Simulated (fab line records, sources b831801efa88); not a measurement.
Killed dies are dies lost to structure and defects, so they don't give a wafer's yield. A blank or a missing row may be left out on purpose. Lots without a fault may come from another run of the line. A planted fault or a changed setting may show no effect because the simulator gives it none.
fab line records | flow sky130
record lots=6 wafers=18 last_day=50
route steps=708 shown VIA3@589 METAL4@598 CAP2M@603 PAD_OPEN@708
lots that met no fault: from a run of the same line without faults
start_h: hours from the record's first day to the start of the lot's first wafer shown | wait_h: hours since the lot's step before | " the same as in the row above | L1.1+2: a row that stands for several wafers | - no value, or no start given | * or withheld: withheld | < > ~ a bound
route shown NAME@n: a module of which the file shows steps, and the number in the route of the first | usual: mean/standard deviation of fault-free wafers | same: alike in all rows | chamber/n: place in a boat | sites: the reading at each site | _std_site: their standard deviation | _edge_site: outer sites' mean less inner sites' | radius_mm: how far each site lies from the wafer's centre | mask NAME#n: copy n | behind: the tool/chamber that last shaped the wafer | hold: why the lot was held/for how many hours/how that ended | device: the transistor (n, p or np) that didn't switch | end of line: the same wafers' tests at the end of the route | a step without rows: its recipe alone | killed: dies lost to structure and defects at the first sort, not the wafer's yield | map: a wafer's dies, x killed, . not, _ none there
set.NAME: the setting as run; set.NAME@STEP: as run at that earlier step | model.NAME: the simulator's own value behind a step, which no gauge read
lots at some steps of the route; a table a step, a row a wafer
services: from which hour (start_h, from the record's first day; less than 0 if before it) a tool's chamber was out of use, for how many hours, and why
## steps
# step SKY_VIA3_STRIP_16
# recipe chemistry=O2/N2 power_w=1400 pressure_mtorr=1500 platen_temp_c=withheld o2_flow_sccm=3000 n2_flow_sccm=300 overash_fraction=0.5
# usual drypump_motor_current_A=5.7/0.36 oes_product_au=0.401/0.0048 strip_time_to_endpoint_s=4.126/0.024
# columns lot.wafer tool chamber start_h wait_h drypump_motor_current_A oes_product_au rf_hours_counter_h strip_time_to_endpoint_s
L865.1 plasma_asher-04 1 949.64 0.0 6.3 0.401 53 4.128
L865.2 " 0 " " 5.9 0.397 53 4.069
L865.6 " 0 " " 5.9 0.402 - 4.129
L874.2 plasma_asher-04 1 1018.42 0.0 6.2 0.395 60 4.099
L874.3 " 1 " " 6.2 0.410 - 4.171
L874.6 " 0 " " 5.8 0.394 - 4.115
L875.1 plasma_asher-01 0 1023.82 0.0 5.1 0.407 28 4.129
L875.4 " 0 " " 5.1 0.403 - 4.123
L875.5 " 0 " " 5.1 0.400 - 4.095
L879.1 plasma_asher-01 1 1046.72 0.0 5.5 0.393 30 4.127
L879.3 " 1 " " 5.5 0.405 - 4.154
L879.6 " 0 " " 5.1 0.400 - 4.154
L881.2 plasma_asher-04 1 1058.47 0.0 6.3 0.396 64 4.108
L881.4 " 1 " " 6.3 0.412 - 4.123
L881.5 " 0 " " 5.9 0.399 - 4.094
L885.2 plasma_asher-01 0 1083.49 0.0 5.0 0.406 35 4.144
L885.3 " 0 " " 5.1 0.399 - 4.155
L885.6 " 1 " " 5.5 0.391 - 4.132
# step SKY_VIA3_STRIP_17
# recipe chemistry=post_etch_residue_remover time_s=1200 temp_c=72.5
# step SKY_VIA3_CLEAN_18
# recipe chemistry=IPA time_s=180 temp_c=25
# step SKY_VIA3_CLEAN_19
# recipe chemistry=O3/DIW dry=n2_spin
# step SKY_VIA3_SPUTTER_20
# recipe material=TiN target_thk_nm=20 chamber_pressure_pa=5 power_w=4000 time_s=80
# step SKY_VIA3_CVD_21
# recipe material=W target_thk_nm=390 time_s=117.31 temp_c=400 pressure_torr=40
# step SKY_VIA3_RS_MEAS_22
# recipe thk_meas_gauge=four-point-probe reads=W_of_VIA3_CVD_21+TiN_of_VIA3_SPUTTER_20
# usual VIA3_W_RS=0.2923/0.0027
# columns lot.wafer tool chamber start_h wait_h VIA3_W_RS[ohm/sq]
L865.1 film_metro-01 - 950.97 0.1 0.2945
L865.2 " - " " 0.2940
L865.6 " - " " 0.2938
L874.2 film_metro-02 - 1019.24 0.1 0.2948
L874.3 " - " " 0.2940
L874.6 " - " " 0.2938
L875.1 film_metro-01 - 1024.59 0.1 0.2886
L875.4 " - " " 0.2904
L875.5 " - " " 0.2877
L879.1 film_metro-04 - 1047.54 0.1 0.2948
L879.3 " - " " 0.2896
L879.6 " - " " 0.2913
L881.2 film_metro-01 - 1059.27 0.1 0.2908
L881.4 " - " " 0.2893
L881.5 " - " " 0.2884
L885.2 film_metro-02 - 1084.29 0.1 0.2916
L885.3 " - " " 0.2928
L885.6 " - " " 0.2909
# step SKY_VIA3_THK_MEAS_23
# recipe thk_meas_gauge=xrf reads=W_of_VIA3_CVD_21
# usual VIA3_W_THK=388/4.6
# columns lot.wafer tool chamber start_h wait_h VIA3_W_THK[nm]
L865.1 film_metro-01 - 951.09 0.1 387
L865.2 " - " " 386
L865.6 " - " " 389
L874.2 film_metro-02 - 1019.35 0.1 383
L874.3 " - " " 387
L874.6 " - " " 384
L875.1 film_metro-01 - 1024.71 0.1 394
L875.4 " - " " 390
L875.5 " - " " 398
L879.1 film_metro-04 - 1047.66 0.1 386
L879.3 " - " " 391
L879.6 " - " " 391
L881.2 film_metro-01 - 1059.38 0.1 391
L881.4 " - " " 391
L881.5 " - " " 394
L885.2 film_metro-02 - 1084.40 0.1 383
L885.3 " - " " 384
L885.6 " - " " 385
# step SKY_VIA3_CMP_24
# recipe stop_on=SiO2 t_overpolish_s=20 down_force_psi=3.5 platen_rpm=60 target_thk_nm=0 pad_velocity_m_s=0.94248
# step SKY_METAL4_SPUTTER_00
# recipe material=Ti target_thk_nm=15 power_w=3000 time_s=10 chamber_pressure_pa=0.4
# step SKY_METAL4_SPUTTER_01
# recipe material=TiN target_thk_nm=20 power_w=6500 time_s=16.7 chamber_pressure_pa=0.4
# usual throttle_valve_pct=29.6/0.98
# columns lot.wafer tool chamber start_h wait_h throttle_valve_pct
L865.1 pvd_sputter-03 - 951.58 0.0 31.2
L865.2 " - " " 31.2
L865.6 " - " " 30.1
L874.2 pvd_sputter-01 - 1019.73 0.0 29.3
L874.3 " - " " 28.5
L874.6 " - " " 28.4
L875.1 pvd_sputter-04 - 1025.14 0.0 30.0
L875.4 " - " " 27.5
L875.5 " - " " 29.4
L879.1 pvd_sputter-01 - 1048.13 0.0 28.6
L879.3 " - " " 29.0
L879.6 " - " " 29.3
L881.2 pvd_sputter-01 - 1059.75 0.0 28.9
L881.4 " - " " 29.7
L881.5 " - " " 28.4
L885.2 pvd_sputter-03 - 1084.77 0.0 29.8
L885.3 " - " " 31.3
L885.6 " - " " 30.2
# step SKY_METAL4_SPUTTER_02
# recipe material=AlCu target_thk_nm=735 power_w=10600 time_s=39.1 chamber_pressure_pa=0.4
# step SKY_METAL4_SPUTTER_03
# recipe material=Ti target_thk_nm=5 power_w=3000 time_s=3.3 chamber_pressure_pa=0.4
# usual throttle_valve_pct=29.6/0.96
# columns lot.wafer tool chamber start_h wait_h throttle_valve_pct
L865.1 pvd_sputter-03 - 951.65 0.0 31.2
L865.2 " - " " 31.3
L865.6 " - " " 30.1
L874.2 pvd_sputter-01 - 1019.79 0.0 29.1
L874.3 " - " " 28.4
L874.6 " - " " 28.7
L875.1 pvd_sputter-04 - 1025.21 0.0 29.8
L875.4 " - " " 27.4
L875.5 " - " " 29.1
L879.1 pvd_sputter-01 - 1048.20 0.0 28.4
L879.3 " - " " 29.3
L879.6 " - " " 29.3
L881.2 pvd_sputter-01 - 1059.82 0.0 29.1
L881.4 " - " " 29.7
L881.5 " - " " 28.7
L885.2 pvd_sputter-03 - 1084.84 0.0 30.1
L885.3 " - " " 31.1
L885.6 " - " " 30.2
# step SKY_METAL4_SPUTTER_04
# recipe material=TiN target_thk_nm=70 power_w=6500 time_s=58.3 chamber_pressure_pa=0.4
# usual throttle_valve_pct=29.6/0.98
# columns lot.wafer tool chamber start_h wait_h throttle_valve_pct
L865.1 pvd_sputter-03 - 951.66 0.0 31.4
L865.2 " - " " 31.4
L865.6 " - " " 29.8
L874.2 pvd_sputter-01 - 1019.81 0.0 29.0
L874.3 " - " " 28.5
L874.6 " - " " 28.6
L875.1 pvd_sputter-04 - 1025.23 0.0 30.0
L875.4 " - " " 27.7
L875.5 " - " " 29.1
L879.1 pvd_sputter-01 - 1048.21 0.0 28.5
L879.3 " - " " 29.0
L879.6 " - " " 29.8
L881.2 pvd_sputter-01 - 1059.84 0.0 28.9
L881.4 " - " " 29.4
L881.5 " - " " 28.4
L885.2 pvd_sputter-03 - 1084.86 0.0 30.0
L885.3 " - " " 31.2
L885.6 " - " " 30.2
# step SKY_CAP2M_CVD_00
# recipe material=SiO2 target_thk_nm=15.5 temp_c=400 time_s=withheld rf_w=450
# step SKY_CAP2M_THK_MEAS_01
# recipe reads=SiO2_of_CAP2M_CVD_00
# usual CAP2M_CVD_00_THK=15.51/0.21
# columns lot.wafer tool chamber start_h wait_h CAP2M_CVD_00_THK[nm]
L865.1 film_metro-02 - 951.74 - 14.99
L865.2 " - " " 15.43
L865.6 " - " " 15.44
L874.2 film_metro-04 - 1019.90 - 15.34
L874.3 " - " " 15.49
L874.6 " - " " 15.45
L875.1 film_metro-02 - 1025.31 - 15.15
L875.4 " - " " 15.23
L875.5 " - " " 15.53
L879.1 film_metro-03 - 1048.29 - 15.54
L879.3 " - " " 15.28
L879.6 " - " " 15.60
L881.2 film_metro-03 - 1059.93 - 15.18
L881.4 " - " " 15.62
L881.5 " - " " 15.42
L885.2 film_metro-04 - 1084.94 - 15.44
L885.3 " - " " 15.50
L885.6 " - " " 15.66
# step SKY_CAP2M_SPUTTER_02
# recipe material=TiN target_thk_nm=200 temp_c=300 power_w=6500 time_s=166.7 chamber_pressure_pa=0.4
# usual throttle_valve_pct=29.7/1.2
# columns lot.wafer tool chamber start_h wait_h throttle_valve_pct
L865.1 pvd_sputter-04 - 951.80 0.1 27.6
L865.2 " - " " 29.2
L865.6 " - " " 30.0
L874.2 pvd_sputter-04 - 1019.95 0.0 27.5
L874.3 " - " " 30.0
L874.6 " - " " 29.3
L875.1 pvd_sputter-03 - 1025.37 0.1 30.1
L875.4 " - " " 31.0
L875.5 " - " " 31.5
L879.1 pvd_sputter-02 - 1048.35 0.1 29.7
L879.3 " - " " 28.0
L879.6 " - " " 29.9
L881.2 pvd_sputter-04 - 1059.98 0.0 27.6
L881.4 " - " " 29.3
L881.5 " - " " 29.3
L885.2 pvd_sputter-04 - 1084.99 0.0 30.1
L885.3 " - " " 29.0
L885.6 " - " " 29.2
# step SKY_CAP2M_RS_MEAS_03
# recipe thk_meas_gauge=four-point-probe reads=TiN_of_CAP2M_SPUTTER_02
# usual CAP2M_TIN_RS=6.86/0.07
# columns lot.wafer tool chamber start_h wait_h CAP2M_TIN_RS[ohm/sq]
L865.1 film_metro-04 - 951.90 0.1 6.83
L865.2 " - " " 6.83
L865.6 " - " " 6.97
L874.2 film_metro-03 - 1020.08 0.1 6.85
L874.3 " - " " 6.88
L874.6 " - " " 6.85
L875.1 film_metro-02 - 1025.48 0.1 6.88
L875.4 " - " " 6.82
L875.5 " - " " 6.85
L879.1 film_metro-03 - 1048.45 0.1 6.86
L879.3 " - " " 6.72
L879.6 " - " " 6.87
L881.2 film_metro-02 - 1060.11 0.1 6.96
L881.4 " - " " 6.99
L881.5 " - " " 7.02
L885.2 film_metro-03 - 1085.12 0.1 6.95
L885.3 " - " " 6.90
L885.6 " - " " 6.90
# step SKY_CAP2M_THK_MEAS_04
# recipe thk_meas_gauge=xrf reads=TiN_of_CAP2M_SPUTTER_02
# usual CAP2M_TIN_THK=202.3/2.2
# columns lot.wafer tool chamber start_h wait_h CAP2M_TIN_THK[nm]
L865.1 film_metro-04 - 952.02 0.1 201.5
L865.2 " - " " 202.7
L865.6 " - " " 198.1
L874.2 film_metro-03 - 1020.19 0.1 203.2
L874.3 " - " " 202.2
L874.6 " - " " 203.3
L875.1 film_metro-02 - 1025.60 0.1 202.6
L875.4 " - " " 204.8
L875.5 " - " " 204.2
L879.1 film_metro-03 - 1048.57 0.1 200.2
L879.3 " - " " 206.4
L879.6 " - " " 201.8
L881.2 film_metro-02 - 1060.22 0.1 200.2
L881.4 " - " " 199.6
L881.5 " - " " 198.2
L885.2 film_metro-03 - 1085.23 0.1 200.3
L885.3 " - " " 201.8
L885.6 " - " " 202.0
# step SKY_CAP2M_DEHYDRATE_05
# recipe temp_c=200 time_s=60
# step SKY_CAP2M_HMDS_06
# recipe prime_time_s=60 prime_temp_c=120
# step SKY_CAP2M_COAT_07
# recipe resist=NOVOLAK spin_rpm=3000 resist_thk_nm=1140
# step SKY_CAP2M_SOFTBAKE_08
# recipe temp_c=90 time_s=60 resist=NOVOLAK
# step SKY_CAP2M_EXPOSE_09
# recipe mask_id=CAP2M na=0.6 source_shape=conventional sigma_outer=0.6 polarization=unpolarized target_cd_nm=1000 dose_mj=159
# step SKY_CAP2M_PEB_10
# recipe temp_c=withheld time_s=* resist=NOVOLAK
# step SKY_CAP2M_DEVELOP_11
# recipe resist=NOVOLAK developer=TMAH develop_time_s=60 dev_temp_c=23
# step SKY_CAP2M_OVL_MEAS_12
# usual CAP2M_OVL=-0.8/1.6
# columns lot.wafer tool chamber start_h wait_h CAP2M_OVL[nm]
L865.1 overlay-02 - 975.44 0.1 -1.8
L865.2 " - " " -1.2
L865.6 " - " " -3.2
L874.2 overlay-01 - 1042.64 0.1 -0.1
L874.3 " - " " -1.4
L874.6 " - " " -0.5
L875.1 overlay-01 - 1047.42 0.1 0.1
L875.4 " - " " 0.3
L875.5 " - " " 1.0
L879.1 overlay-02 - 1069.77 0.1 0.5
L879.3 " - " " 0.3
L879.6 " - " " 0.3
L881.2 overlay-01 - 1081.67 0.1 -3.2
L881.4 " - " " -1.2
L881.5 " - " " -2.6
L885.2 overlay-01 - 1105.28 0.1 0.6
L885.3 " - " " 1.1
L885.6 " - " " 1.7
# step SKY_CAP2M_METAL_ETCH_13
# recipe target_depth_nm=220 stop_on=SiO2 chemistry=Cl2/BCl3 target=TiN pressure_mtorr=10 icp_w=900 bias_w=48.5 Cl2_flow_sccm=60 bcl3_flow_sccm=30 time_s=62.9
# usual drypump_motor_current_A=5.61/0.17 oes_product_au=0.945/0.0068 throttle_valve_pct=21.899/0.0096
# columns lot.wafer tool chamber start_h wait_h drypump_motor_current_A oes_product_au rf_hours_counter_h throttle_valve_pct
L865.1 rie_metal-03 0 975.47 0.0 5.60 0.943 3 21.899
L865.2 " 1 " " 5.60 0.953 4 21.902
L865.6 " 0 " " 5.62 0.933 - 21.908
L874.2 rie_metal-01 0 1042.67 0.0 5.66 0.947 18 21.898
L874.3 " 1 " " 5.68 0.941 - 21.893
L874.6 " 1 " " 5.66 0.938 - 21.879
L875.1 rie_metal-01 0 1047.46 0.0 5.65 0.947 19 21.913
L875.4 " 0 " " 5.65 0.948 - 21.909
L875.5 " 0 " " 5.65 0.949 - 21.903
L879.1 rie_metal-04 1 1069.81 0.0 5.22 0.948 16 21.906
L879.3 " 0 " " 5.87 0.959 - 21.901
L879.6 " 1 " " 5.20 0.948 - 21.881
L881.2 rie_metal-04 0 1081.70 0.0 5.85 0.934 19 21.900
L881.4 " 1 " " 5.21 0.927 - 21.899
L881.5 " 1 " " 5.24 0.931 - 21.906
L885.2 rie_metal-03 0 1105.31 0.0 5.63 0.936 12 21.892
L885.3 " 1 " " 5.63 0.942 - 21.905
L885.6 " 1 " " 5.63 0.943 - 21.892
# step SKY_CAP2M_STRIP_14
# recipe chemistry=O2/N2 power_w=1400 pressure_mtorr=1500 platen_temp_c=withheld o2_flow_sccm=3000 n2_flow_sccm=300 overash_fraction=0.5
# step SKY_CAP2M_STRIP_15
# recipe chemistry=post_etch_residue_remover time_s=1200 temp_c=72.5
# step SKY_CAP2M_CLEAN_16
# recipe chemistry=IPA time_s=180 temp_c=25
# step SKY_CAP2M_CLEAN_17
# recipe chemistry=O3/DIW dry=n2_spin
# step SKY_METAL4_DEHYDRATE_05
# recipe temp_c=200 time_s=60
# step SKY_METAL4_HMDS_06
# recipe prime_time_s=60 prime_temp_c=120
# step SKY_METAL4_COAT_07
# recipe resist=BARC temp_c=withheld time_s=withheld spin_rpm=3000 resist_thk_nm=60
# step SKY_METAL4_COAT_08
# recipe resist=KrF-thick spin_rpm=3000 resist_thk_nm=1140
# step SKY_METAL4_SOFTBAKE_09
# recipe temp_c=100 time_s=90 resist=KrF-thick
# step SKY_METAL4_EXPOSE_10
# recipe mask_id=MM4 na=0.68 source_shape=annular sigma_inner=0.4 sigma_outer=0.8 target_cd_nm=300 dose_mj=28
# step SKY_METAL4_PEB_11
# recipe peb_temp_c=withheld peb_time_s=withheld resist=KrF-thick
# step SKY_METAL4_DEVELOP_12
# recipe develop_time_s=60 resist=KrF-thick dev_temp_c=21
# step SKY_METAL4_CD_MEAS_13
# recipe target_cd_nm=300
# usual cd_nm=300.0/1.6
# columns lot.wafer tool chamber start_h wait_h cd_nm
L865.1 cd_sem-01 - 999.01 - 301.3
L865.2 " - " " 303.0
L865.6 " - " " 301.6
L874.2 cd_sem-02 - 1065.58 - 300.3
L874.3 " - " " 300.3
L874.6 " - " " 300.0
L875.1 cd_sem-02 - 1069.47 - 301.0
L875.4 " - " " 301.1
L875.5 " - " " 301.8
L879.1 cd_sem-01 - 1091.37 - 299.9
L879.3 " - " " 300.5
L879.6 " - " " 300.2
L881.2 cd_sem-01 - 1103.33 - 300.3
L881.4 " - " " 299.9
L881.5 " - " " 301.4
L885.2 cd_sem-02 - 1125.63 - 297.3
L885.3 " - " " 297.9
L885.6 " - " " 298.3
# step SKY_METAL4_OVL_MEAS_14
# usual METAL4_OVL=1/4.9
# columns lot.wafer tool chamber start_h wait_h METAL4_OVL[nm]
L865.1 overlay-02 - 999.13 0.1 9
L865.2 " - " " 8
L865.6 " - " " 4
L874.2 overlay-02 - 1065.69 0.1 6
L874.3 " - " " -1
L874.6 " - " " 6
L875.1 overlay-01 - 1069.59 0.1 -2
L875.4 " - " " 1
L875.5 " - " " -4
L879.1 overlay-01 - 1091.49 0.1 -1
L879.3 " - " " -5
L879.6 " - " " -5
L881.2 overlay-01 - 1103.44 0.1 2
L881.4 " - " " 6
L881.5 " - " " 2
L885.2 overlay-01 - 1125.74 0.1 -3
L885.3 " - " " 9
L885.6 " - " " -7
# step SKY_PAD_OPEN_PROBE_99
# usual defect_limited_yield=82.4/2 killed_at_M0_to_M3=44/6.5 killed_at_M4_up=3.3/1.7 killed_at_contacts=25/5.3 killed_at_front_end=15/5 killed_at_other=0.2/0.47 killed_dies=87/9.9 killed_open=47/8 killed_short=39/6.1 sort_bin_3_pad_short=0.9/0.43 sort_bin_5_function=10.4/1.5 sort_bin_6_memory=6.2/1.2 sort_n_pass=405/9.9 sort_yield_pct=82.4/2
# same gross_dies=492 killed_at_back_side=0 sort_bin_4_leakage[%]=0 sort_bin_8_speed[%]=0
# columns lot.wafer tool chamber start_h wait_h defect_limited_yield[%] killed_at_M0_to_M3 killed_at_M4_up killed_at_contacts killed_at_front_end killed_at_other killed_dies killed_open killed_short sort_bin_3_pad_short[%] sort_bin_5_function[%] sort_bin_6_memory[%] sort_n_pass sort_yield_pct[%] model.etest.tester.sort_n_pass model.etest.tester.sort_yield_pct model.etest.tester.sort_bin_5_pct model.etest.tester.sort_bin_3_pct
L865.1 prober-02 - 1092.48 0.1 84.6 34 2 23 16 1 76 42 34 0.2 8.5 6.7 416 84.6 416 84.55 8.537 0.2033
L865.2 prober-02 - 1092.53 0.1 83.1 43 7 22 11 0 83 46 37 1.0 11.6 4.3 409 83.1 409 83.13 11.59 1.016
L865.6 prober-02 - 1092.73 0.2 80.1 49 2 26 21 0 98 56 42 1.0 11.6 7.3 394 80.1 394 80.08 11.59 1.016
L874.2 prober-01 - 1151.27 0.1 86.0 30 3 18 18 0 69 29 40 0.4 7.3 6.3 423 86.0 423 85.98 7.317 0.4065
L874.3 prober-01 - 1151.32 0.2 85.8 42 5 10 13 0 70 35 35 1.2 8.1 4.9 422 85.8 422 85.77 8.13 1.22
L874.6 prober-01 - 1151.47 0.2 80.5 53 1 19 23 0 96 53 43 1.6 10.6 7.3 396 80.5 396 80.49 10.57 1.626
L875.1 prober-02 - 1154.23 0.1 82.9 41 2 28 13 0 84 34 50 1.0 9.1 6.9 408 82.9 408 82.93 9.146 1.016
L875.4 prober-02 - 1154.38 0.2 80.3 49 4 24 20 0 97 54 43 1.6 11.4 6.7 395 80.3 395 80.28 11.38 1.626
L875.5 prober-02 - 1154.43 0.2 82.7 48 2 29 6 0 85 45 40 1.0 10.4 5.9 407 82.7 407 82.72 10.37 1.016
L879.1 prober-01 - 1173.12 0.1 81.9 44 3 27 15 0 89 52 37 0.6 10.8 6.7 403 81.9 403 81.91 10.77 0.6098
L879.3 prober-01 - 1173.22 0.2 82.7 48 4 21 12 0 85 43 42 0.8 11.2 5.3 407 82.7 407 82.72 11.18 0.813
L879.6 prober-01 - 1173.37 0.2 71.7 36 69 24 10 0 139 36 39 3.7 17.7 6.9 353 71.7 353 71.75 17.68 3.659
L881.2 prober-02 - 1182.82 0.1 84.3 36 6 21 14 0 77 35 42 1.0 10.0 4.7 415 84.3 415 84.35 9.959 1.016
L881.4 prober-02 - 1182.92 0.2 74.0 34 58 24 12 0 128 39 35 2.6 16.1 7.3 364 74.0 364 73.98 16.06 2.642
L881.5 prober-02 - 1182.97 0.2 82.5 42 4 21 18 1 86 44 42 0.8 10.6 6.1 406 82.5 406 82.52 10.57 0.813
L885.2 prober-02 - 1200.44 0.1 83.7 40 4 25 11 0 80 43 37 0.6 9.6 6.1 412 83.7 412 83.74 9.553 0.6098
L885.3 prober-02 - 1200.49 0.2 78.5 49 4 28 25 0 106 54 52 0.8 12.8 7.9 386 78.5 386 78.46 12.8 0.813
L885.6 prober-02 - 1200.64 0.2 85.2 43 4 19 7 0 73 44 29 1.0 9.6 4.3 419 85.2 419 85.16 9.553 1.016
# killed by level:class
L865.1 LI_CONTACT:geometric_particle:open=10 METAL1:geometric_particle:short=8 CONTACT:geometric_particle:open=6 VIA1:geometric_particle:open=5 VIA1:geometric_particle:short=5 CONTACT:geometric_particle:short=4 VIA2:geometric_particle:short=4 FIELD_ISO:geometric_particle:open=3
L865.2 VIA1:geometric_particle:open=9 CONTACT:geometric_particle:open=6 VIA2:geometric_particle:open=6 LI_CONTACT:geometric_particle:open=5 VIA3:geometric_particle:short=4 CONTACT:geometric_particle:short=4 METAL1:geometric_particle:short=4 METAL2:geometric_particle:short=4
L865.6 VIA1:geometric_particle:open=10 FIELD_ISO:geometric_particle:open=9 VIA2:geometric_particle:open=9 VIA3:geometric_particle:open=8 CONTACT:geometric_particle:short=7 CONTACT:geometric_particle:open=7 VIA3:geometric_particle:short=6 LI_CONTACT:geometric_particle:open=5
L874.2 CONTACT:geometric_particle:open=8 VIA1:geometric_particle:open=7 METAL1:geometric_particle:short=6 VIA3:geometric_particle:short=5 FIELD_ISO:geometric_particle:short=4 POLY_GATE:geometric_particle:short=4 POLY_GATE:geometric_particle:open=4 LOCAL_INTERCONNECT:geometric_particle:short=4
L874.3 VIA1:geometric_particle:open=11 METAL1:geometric_particle:short=6 METAL2:geometric_particle:short=4 VIA2:geometric_particle:open=4 VIA3:geometric_particle:short=4 METAL4:geometric_particle:short=4 FIELD_ISO:geometric_particle:open=3 FIELD_ISO:geometric_particle:short=3
L874.6 METAL1:geometric_particle:short=10 CONTACT:geometric_particle:open=9 VIA1:geometric_particle:open=9 VIA2:geometric_particle:open=8 FIELD_ISO:geometric_particle:short=7 POLY_GATE:geometric_particle:open=7 VIA1:geometric_particle:short=7 CONTACT:geometric_particle:short=5
L875.1 METAL1:geometric_particle:short=12 LI_CONTACT:geometric_particle:open=10 CONTACT:geometric_particle:open=9 VIA1:geometric_particle:open=7 FIELD_ISO:geometric_particle:short=5 POLY_GATE:geometric_particle:short=5 CONTACT:geometric_particle:short=5 VIA1:geometric_particle:short=5
L875.4 VIA1:geometric_particle:open=10 CONTACT:geometric_particle:open=9 VIA3:geometric_particle:open=9 VIA1:geometric_particle:short=8 METAL2:geometric_particle:short=6 FIELD_ISO:geometric_particle:open=5 LOCAL_INTERCONNECT:geometric_particle:short=5 FIELD_ISO:geometric_particle:short=4
L875.5 VIA1:geometric_particle:open=16 LI_CONTACT:geometric_particle:open=8 CONTACT:geometric_particle:open=7 METAL2:geometric_particle:short=6 VIA2:geometric_particle:open=6 LOCAL_INTERCONNECT:geometric_particle:short=5 CONTACT:geometric_particle:short=5 LI_CONTACT:geometric_particle:short=4
L879.1 CONTACT:geometric_particle:open=14 VIA1:geometric_particle:open=12 METAL1:geometric_particle:short=9 LI_CONTACT:geometric_particle:open=5 VIA3:geometric_particle:open=5 VIA1:geometric_particle:short=5 FIELD_ISO:geometric_particle:open=4 POLY_GATE:geometric_particle:open=4
L879.3 VIA1:geometric_particle:short=12 VIA1:geometric_particle:open=9 CONTACT:geometric_particle:open=7 VIA3:geometric_particle:open=7 METAL2:geometric_particle:short=6 LI_CONTACT:geometric_particle:open=5 FIELD_ISO:geometric_particle:open=4 CONTACT:geometric_particle:short=4
L879.6 METAL4:unspecified=64 CONTACT:geometric_particle:open=10 VIA2:geometric_particle:open=8 LI_CONTACT:geometric_particle:open=6 METAL1:geometric_particle:short=6 METAL2:geometric_particle:short=5 METAL4:geometric_particle:short=5 VIA1:geometric_particle:open=4
L881.2 CONTACT:geometric_particle:open=8 VIA1:geometric_particle:open=6 FIELD_ISO:geometric_particle:short=5 VIA2:geometric_particle:short=5 VIA1:geometric_particle:short=5 VIA3:geometric_particle:open=5 LI_CONTACT:geometric_particle:open=4 METAL1:geometric_particle:short=4
L881.4 METAL4:unspecified=54 CONTACT:geometric_particle:open=11 METAL2:geometric_particle:short=7 LI_CONTACT:geometric_particle:open=6 VIA1:geometric_particle:open=5 VIA2:geometric_particle:open=5 POLY_GATE:geometric_particle:open=4 CONTACT:geometric_particle:short=4
L881.5 CONTACT:geometric_particle:open=9 VIA2:geometric_particle:open=8 VIA1:geometric_particle:short=7 VIA3:geometric_particle:open=7 VIA1:geometric_particle:open=6 FIELD_ISO:geometric_particle:short=5 LOCAL_INTERCONNECT:geometric_particle:short=5 FIELD_ISO:geometric_particle:open=4
L885.2 VIA1:geometric_particle:open=10 CONTACT:geometric_particle:open=8 LI_CONTACT:geometric_particle:open=6 LOCAL_INTERCONNECT:geometric_particle:short=5 METAL1:geometric_particle:short=4 VIA1:geometric_particle:short=4 VIA2:geometric_particle:open=4 VIA3:geometric_particle:open=4
L885.3 CONTACT:geometric_particle:open=12 VIA1:geometric_particle:open=11 FIELD_ISO:geometric_particle:open=7 POLY_GATE:geometric_particle:short=7 VIA2:geometric_particle:short=6 FIELD_ISO:geometric_particle:short=5 POLY_GATE:geometric_particle:open=5 LOCAL_INTERCONNECT:geometric_particle:short=5
L885.6 VIA1:geometric_particle:open=14 CONTACT:geometric_particle:open=8 CONTACT:geometric_particle:short=5 VIA2:geometric_particle:open=5 VIA1:geometric_particle:short=4 METAL2:geometric_particle:short=4 FIELD_ISO:geometric_particle:open=3 METAL1:geometric_particle:short=3
# map L879.6 (x killed, . not)
__________.x........_________
________......x.x....x_______
______.....xx....x......_____
_____x..x.xxx.x.xx..x.x..____
____..xx..xxxxxxxxxx......___
___......xxxxxxxxxx........__
__.x..x.xxxxxxxxxxxx.......x_
_.xx.x..xxxxxxxxxxx.x..x....x
_.......xxxxxxxxx..x...x.....
_....x..xx..xxxxxxx..........
_.......x..x.x..xx.x.......xx
_.......x....................
_...xx.......x.x...x..x....x.
_.x....x....x....x.......x...
_.....x................xx....
__..............x....x..x.xx_
___...x..x....x...........x__
____....x......x...xxxx..x___
_____..................x.____
______x...x...x........._____
________.............x_______
__________...x..x..._________
# map L881.4 (x killed, . not)
__________.....x...._________
________x..x.x........_______
______....x..x..x......._____
_____x..xxx.x.xx..x......____
____...x..xxxxxxxx........___
___...x...xxxxxxxxxx...x...__
__.....xxxxxxxxxxx......x..._
_........xxxxxxxxxx...xx.....
_.......x..xxxxxxxx..........
_......x.xx..xxxxx.x.........
_.x....x..x.....xx....xxx...x
_x....x..........xx.x..x.....
_........x.x........xx.xx....
_.....xx.......x....x..xx....
_...x..x.................x...
__.....x............x.x....._
___.x..xx......x.x.x.......__
____.......x.........xx...___
_____............x.......____
______.........x...x...._____
________xx.x....x..x.._______
__________.........._________
## services
# columns tool chamber start_h hours kind
pvd_sputter-02 - 968.13 2.4 repair
pvd_sputter-02 - 968.34 9.6 repair
pvd_sputter-04 - 979.53 5.0 repair
pvd_sputter-04 - 988.26 1.0 repair
rie_metal-01 0 1010.40 10.6 repair
rie_metal-01 - 1025.95 1.3 repair
pvd_sputter-01 - 1042.28 5.3 repair
rie_metal-01 1 1046.89 4.7 repair
rie_metal-01 - 1062.84 54.9 repair
pvd_sputter-03 - 1065.02 4.6 repair
rie_metal-01 - 1079.03 13.5 repair
pvd_sputter-02 - 1082.53 0.6 repair
plasma_asher-04 - 1084.97 2.5 repair
plasma_asher-04 - 1100.74 15.4 pm
## key
first_sign step=SKY_PAD_OPEN_PROBE_99 reading=killed_at_M4_up direction=up sigmas=36 usual=3.3 struck=63.5
effect step=SKY_PAD_OPEN_PROBE_99 reading=sort_bin_3_pad_short direction=up sigmas=5.1 usual=0.9 struck=3.2
model_effect step=SKY_PAD_OPEN_PROBE_99 value=etest.tester.sort_n_pass without=409 struck=358.5
met_at SKY_METAL4_SPUTTER_03
struck_wafers L879.6,L881.4
fault kind=chamber_particle_source tool=pvd_sputter-01 chamber=- onset_h=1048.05 steps=SKY_METAL4_SPUTTER_03 rate_per_visit_cm2=1.0863 end_h=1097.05 scope=struck_wafers_only
